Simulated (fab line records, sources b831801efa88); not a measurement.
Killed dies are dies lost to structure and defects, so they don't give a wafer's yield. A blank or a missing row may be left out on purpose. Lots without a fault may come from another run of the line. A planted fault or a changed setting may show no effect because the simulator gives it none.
Which tool did it? | flow gf180mcu | 24 lots, 72 wafers sampled, at 6 steps of a route of 602

WHAT THE GAUGES READ, wafer by wafer
GF_PSD_CD_MEAS_07: target cd 400 nm. Usual: cd_nm 400.0 nm, standard deviation 2.1.
lot  | measured     | on        | cd_nm (nm)        | flag
L074 | day 14 05:02 | cd_sem-01 | 402.6 403.3 402.6 |
L075 | day 14 09:54 | cd_sem-02 | 401.8 401.4 401.3 |
L076 | day 14 23:22 | cd_sem-01 | 402.0 403.4 401.7 |
L077 | day 15 04:36 | cd_sem-02 | 396.6 395.1 396.3 |
L078 | day 15 10:38 | cd_sem-01 | 401.7 400.9 404.5 |
L079 | day 15 23:50 | cd_sem-02 | 403.5 401.0 400.1 |
L080 | day 16 03:50 | cd_sem-02 | 400.5 403.7 403.7 |
L081 | day 16 15:08 | cd_sem-02 | 396.6 398.3 400.3 |
L082 | day 16 23:25 | cd_sem-01 | 400.5 399.5 400.3 |
L083 | day 17 12:38 | cd_sem-01 | 400.4 400.1 399.9 |
L084 | day 17 20:02 | cd_sem-01 | 399.7 401.1 398.3 |
L085 | day 18 04:40 | cd_sem-02 | 398.2 400.4 399.5 |
L086 | day 18 12:40 | cd_sem-02 | 398.7 397.3 398.8 |
L087 | day 18 20:50 | cd_sem-02 | 400.0 400.4 403.5 |
L088 | day 19 04:23 | cd_sem-02 | 400.6 399.5 400.1 |
L089 | day 19 09:53 | cd_sem-02 | 394.6 397.9 395.7 |
L090 | day 19 23:13 | cd_sem-02 | 401.1 402.1 400.8 |
L091 | day 20 06:58 | cd_sem-02 | 400.1 398.1 398.1 |
L092 | day 20 16:02 | cd_sem-02 | 401.3 401.1 400.1 |
L093 | day 20 22:53 | cd_sem-02 | 398.2 399.3 399.9 |
L094 | day 21 10:55 | cd_sem-02 | 398.3 400.2 400.7 |
L095 | day 21 13:23 | cd_sem-02 | 396.0 396.4 397.4 |
L096 | day 21 20:19 | cd_sem-02 | 399.5 399.4 398.8 |
L097 | day 22 09:09 | cd_sem-02 | 397.6 399.4 399.2 |

GF_SALICIDE_RS_MEAS_04: measures by four-point-probe. Usual: SALICIDE_TIN_RS 16.4 ohm/sq, standard deviation 0.32.
lot  | measured     | on            | SALICIDE_TIN_RS (ohm/sq) | flag
L074 | day 15 03:17 | film_metro-02 | 15.9 16.1 16.1           |
L075 | day 15 08:17 | film_metro-04 | 16.6 16.5 16.6           |
L076 | day 15 21:35 | film_metro-04 | 16.1 16.1 16.1           |
L077 | day 16 03:41 | film_metro-01 | 16.5 16.5 16.4           |
L078 | day 16 09:21 | film_metro-01 | 16.0 15.8 16.0           |
L079 | day 16 23:23 | film_metro-04 | 16.1 16.5 16.4           |
L080 | day 17 02:35 | film_metro-04 | 16.3 16.1 16.4           |
L081 | day 17 14:26 | film_metro-04 | 16.4 16.2 16.4           |
L082 | day 17 23:58 | film_metro-04 | 15.9 16.4 16.2           |
L083 | day 18 13:40 | film_metro-01 | 16.4 16.5 16.0           |
L084 | day 18 21:20 | film_metro-01 | 16.6 16.3 16.7           |
L085 | day 19 06:08 | film_metro-01 | 16.5 16.5 16.3           |
L086 | day 19 14:56 | film_metro-02 | 16.5 15.9 16.2           |
L087 | day 19 21:58 | film_metro-01 | 16.0 16.5 16.1           |
L088 | day 20 05:50 | film_metro-04 | 16.1 16.1 16.1           |
L089 | day 20 11:10 | film_metro-02 | 16.6 16.4 16.7           |
L090 | day 21 00:27 | film_metro-01 | 16.6 16.3 16.5           |
L091 | day 21 12:02 | film_metro-01 | 16.7 16.6 16.4           |
L092 | day 21 17:04 | film_metro-01 | 16.3 15.9 15.9           |
L093 | day 21 21:40 | film_metro-04 | 16.3 16.3 16.6           |
L094 | day 22 10:10 | film_metro-01 | 16.2 16.5 16.1           |
L095 | day 22 13:47 | film_metro-01 | 16.9 16.6 16.7           |
L096 | day 22 20:43 | film_metro-04 | 16.9 17.1 16.9           |
L097 | day 23 09:31 | film_metro-01 | 17.3 17.0 17.1           |

GF_SALICIDE_THK_MEAS_05: measures by xrf. Usual: SALICIDE_TIN_THK 20.0 nm, standard deviation 0.31.
lot  | measured     | on            | SALICIDE_TIN_THK (nm) | flag
L074 | day 15 03:23 | film_metro-02 | 20.3 19.9 19.9        |
L075 | day 15 08:23 | film_metro-04 | 19.9 19.8 19.9        |
L076 | day 15 21:42 | film_metro-04 | 20.1 20.1 20.0        |
L077 | day 16 03:48 | film_metro-01 | 20.0 20.0 20.1        |
L078 | day 16 09:28 | film_metro-01 | 19.8 20.0 20.0        |
L079 | day 16 23:28 | film_metro-04 | 20.1 19.7 20.0        |
L080 | day 17 02:41 | film_metro-04 | 20.4 20.1 20.5        |
L081 | day 17 14:33 | film_metro-04 | 20.0 20.1 19.9        |
L082 | day 18 00:05 | film_metro-04 | 20.0 20.0 20.0        |
L083 | day 18 13:47 | film_metro-01 | 20.1 19.9 20.1        |
L084 | day 18 21:25 | film_metro-01 | 19.4 19.6 19.5        |
L085 | day 19 06:16 | film_metro-01 | 20.4 20.2 20.3        |
L086 | day 19 15:04 | film_metro-02 | 20.2 20.6 19.5        |
L087 | day 19 22:05 | film_metro-01 | 19.9 19.9 19.9        |
L088 | day 20 05:57 | film_metro-04 | 20.1 20.1 20.1        |
L089 | day 20 11:16 | film_metro-02 | 20.3 20.3 19.5        |
L090 | day 21 00:33 | film_metro-01 | 20.4 20.7 20.4        |
L091 | day 21 12:09 | film_metro-01 | 20.5 19.9 19.9        |
L092 | day 21 17:10 | film_metro-01 | 20.6 20.6 19.8        |
L093 | day 21 21:47 | film_metro-04 | 20.2 19.2 20.0        |
L094 | day 22 10:16 | film_metro-01 | 19.4 20.1 20.2        |
L095 | day 22 13:54 | film_metro-01 | 19.6 19.7 19.6        |
L096 | day 22 20:49 | film_metro-04 | 19.8 19.5 20.0        |
L097 | day 23 09:37 | film_metro-01 | 19.7 20.2 20.2        |

GF_CONTACT_THK_MEAS_03. Usual: CONTACT_CVD_02_THK 861 nm, standard deviation 14.
lot  | measured     | on            | CONTACT_CVD_02_THK (nm) | flag
L074 | day 15 03:55 | film_metro-04 | 863 848 879             |
L075 | day 15 08:55 | film_metro-03 | 841 859 879             |
L076 | day 15 22:14 | film_metro-02 | 850 874 861             |
L077 | day 16 04:20 | film_metro-04 | 856 849 874             |
L078 | day 16 10:00 | film_metro-03 | 873 865 874             |
L079 | day 17 00:01 | film_metro-02 | 850 865 850             |
L080 | day 17 03:13 | film_metro-02 | 841 865 867             |
L081 | day 17 15:07 | film_metro-04 | 866 874 891             |
L082 | day 18 00:37 | film_metro-04 | 836 853 859             |
L083 | day 18 14:19 | film_metro-02 | 854 855 870             |
L084 | day 18 21:57 | film_metro-02 | 868 852 855             |
L085 | day 19 06:47 | film_metro-03 | 856 871 879             |
L086 | day 19 15:47 | film_metro-03 | 872 878 866             |
L087 | day 19 22:42 | film_metro-03 | 858 850 884             |
L088 | day 20 06:29 | film_metro-04 | 846 849 856             |
L089 | day 20 11:53 | film_metro-04 | 879 859 892             |
L090 | day 21 01:05 | film_metro-04 | 877 896 882             |
L091 | day 21 12:49 | film_metro-03 | 841 856 839             |
L092 | day 21 17:41 | film_metro-03 | 868 874 882             |
L093 | day 21 22:19 | film_metro-03 | 845 862 855             |
L094 | day 22 10:51 | film_metro-04 | 865 876 879             |
L095 | day 22 14:31 | film_metro-04 | 874 860 890             |
L096 | day 22 21:26 | film_metro-02 | 880 868 881             |
L097 | day 23 10:09 | film_metro-02 | 842 863 857             |

GF_V5_THK_MEAS_01. Usual: V5_CVD_00_THK 302 nm, standard deviation 4.2.
lot  | measured     | on            | V5_CVD_00_THK (nm) | flag
L074 | day 26 08:13 | film_metro-01 | 308 302 302        |
L075 | day 26 14:03 | film_metro-01 | 302 294 299        |
L076 | day 27 00:51 | film_metro-01 | 300 307 303        |
L077 | day 27 09:45 | film_metro-03 | 303 304 304        |
L078 | day 27 11:07 | film_metro-03 | 293 295 295        |
L079 | day 28 00:11 | film_metro-01 | 304 303 303        |
L080 | day 28 05:55 | film_metro-02 | 298 300 296        |
L081 | day 28 11:16 | film_metro-01 | 306 309 304        |
L082 | day 28 20:33 | film_metro-02 | 297 299 303        |
L083 | day 29 08:01 | film_metro-01 | 305 304 303        |
L084 | day 29 11:02 | film_metro-01 | 301 305 302        |
L085 | day 30 00:40 | film_metro-03 | 303 300 307        |
L086 | day 30 04:44 | film_metro-03 | 297 297 294        |
L087 | day 30 07:19 | film_metro-03 | 303 303 309        |
L088 | day 30 15:34 | film_metro-01 | 300 294 299        |
L089 | day 30 20:31 | film_metro-01 | 310 310 305        |
L090 | day 31 02:35 | film_metro-03 | 302 305 308        |
L091 | day 31 13:24 | film_metro-03 | 296 298 293        |
L092 | day 31 16:46 | film_metro-03 | 303 305 304        |
L093 | day 31 20:39 | film_metro-02 | 305 305 307        |
L094 | day 32 04:46 | film_metro-02 | 299 299 293        |
L095 | day 32 09:27 | film_metro-02 | 303 307 305        |
L096 | day 32 14:17 | film_metro-02 | 301 296 303        |
L097 | day 32 21:14 | film_metro-03 | 303 302 304        |

WHICH TOOL RAN EACH LOT (tool, then ch and the chambers of the sampled wafers, then the start)
lot  | GF_SAB_STRIP_13
L074 | plasma_asher-03 ch 0,1, day 15 02:59
L075 | plasma_asher-03 ch 0,1, day 15 07:55
L076 | plasma_asher-03 ch 0, day 15 21:20
L077 | plasma_asher-03 ch 0,1, day 16 03:26
L078 | plasma_asher-04 ch 0,1, day 16 09:05
L079 | plasma_asher-04 ch 0,1, day 16 23:07
L080 | plasma_asher-04 ch 0,1, day 17 02:19
L081 | plasma_asher-04 ch 0,1, day 17 14:10
L082 | plasma_asher-02 ch 0,1, day 17 23:44
L083 | plasma_asher-03 ch 0,1, day 18 13:25
L084 | plasma_asher-04 ch 0,1, day 18 21:04
L085 | plasma_asher-03 ch 0,1, day 19 05:53
L086 | plasma_asher-02 ch 0,1, day 19 14:39
L087 | plasma_asher-04 ch 1, day 19 21:38
L088 | plasma_asher-02 ch 0,1, day 20 05:34
L089 | plasma_asher-02 ch 0,1, day 20 10:55
L090 | plasma_asher-02 ch 0,1, day 21 00:13
L091 | plasma_asher-02 ch 0,1, day 21 11:47
L092 | plasma_asher-02 ch 0,1, day 21 16:49
L093 | plasma_asher-04 ch 0,1, day 21 21:25
L094 | plasma_asher-02 ch 0,1, day 22 09:53
L095 | plasma_asher-03 ch 0,1, day 22 13:32
L096 | plasma_asher-02 ch 0,1, day 22 20:28
L097 | plasma_asher-03 ch 0, day 23 09:15
- GF_SAB_STRIP_13: strips in O2/N2.

WHAT THE TOOLS THEMSELVES READ (means of the sampled wafers that have a number; where no wafer has one, the mark that the record gives instead)
GF_SAB_STRIP_13. Usual: drypump_motor_current_A 5.9 A, standard deviation 0.47; heater_power_w 352 W, standard deviation 37; oes_product_au 0.709 a.u., standard deviation 0.0045; strip_time_to_endpoint_s 12.61 s, standard deviation 0.037.
lot  | tool            | drypump_motor_current_A (A) | heater_power_w (W) | oes_product_au (a.u.) | strip_time_to_endpoint_s (s) | flag
L074 | plasma_asher-03 | 6.6                         | 367                | 0.711                 | 12.61                        |
L075 | plasma_asher-03 | 6.6                         | 366                | 0.712                 | 12.62                        |
L076 | plasma_asher-03 | 6.3                         | 348                | 0.706                 | 12.62                        |
L077 | plasma_asher-03 | 6.4                         | 357                | 0.709                 | 12.64                        |
L078 | plasma_asher-04 | 5.5                         | 318                | 0.708                 | 12.56                        |
L079 | plasma_asher-04 | 5.8                         | 342                | 0.706                 | 12.61                        |
L080 | plasma_asher-04 | 5.5                         | 316                | 0.709                 | 12.62                        |
L081 | plasma_asher-04 | 5.5                         | 317                | 0.712                 | 12.59                        |
L082 | plasma_asher-02 | 5.6                         | 361                | 0.710                 | 12.64                        |
L083 | plasma_asher-03 | 6.4                         | 357                | 0.712                 | 12.54                        |
L084 | plasma_asher-04 | 5.8                         | 349                | 0.708                 | 12.64                        |
L085 | plasma_asher-03 | 6.4                         | 361                | 0.709                 | 12.63                        |
L086 | plasma_asher-02 | 5.6                         | 343                | 0.712                 | 12.60                        |
L087 | plasma_asher-04 | 5.3                         | 287                | 0.709                 | 12.63                        |
L088 | plasma_asher-02 | 5.6                         | 346                | 0.709                 | 12.64                        |
L089 | plasma_asher-02 | 5.6                         | 346                | 0.710                 | 12.63                        |
L090 | plasma_asher-02 | 5.6                         | 348                | 0.709                 | 12.64                        |
L091 | plasma_asher-02 | 5.5                         | 370                | 0.710                 | 12.66                        |
L092 | plasma_asher-02 | 5.6                         | 372                | 0.710                 | 12.60                        |
L093 | plasma_asher-04 | 5.8                         | 348                | 0.711                 | 12.57                        |
L094 | plasma_asher-02 | 5.6                         | 381                | 0.713                 | 12.61                        |
L095 | plasma_asher-03 | 6.6                         | 367                | 0.708                 | 12.62                        |
L096 | plasma_asher-02 | 5.6                         | 344                | 0.707                 | 12.63                        |
L097 | plasma_asher-03 | 6.3                         | 356                | 0.711                 | 12.57                        |

THE ANSWER, worked out from the rows above alone
Rule: a lot is off if the mean of its wafers that have a number lies more than 3 standard deviations from the usual mean. A lot without any number at a reading at which 4 lots or more have one is off too. The other lots that the step has rows for count as sound. The gauges are gone through in route order, then the tools' own readings, and for those a lot's mean is taken as printed above. The first step at which some lot is off is used, and at that step the reading that is off furthest; a lot without a number counts as furthest.
No lot is off at any reading shown: from this, nothing can be told.

WHAT THE SIMULATOR HAD PUT IN
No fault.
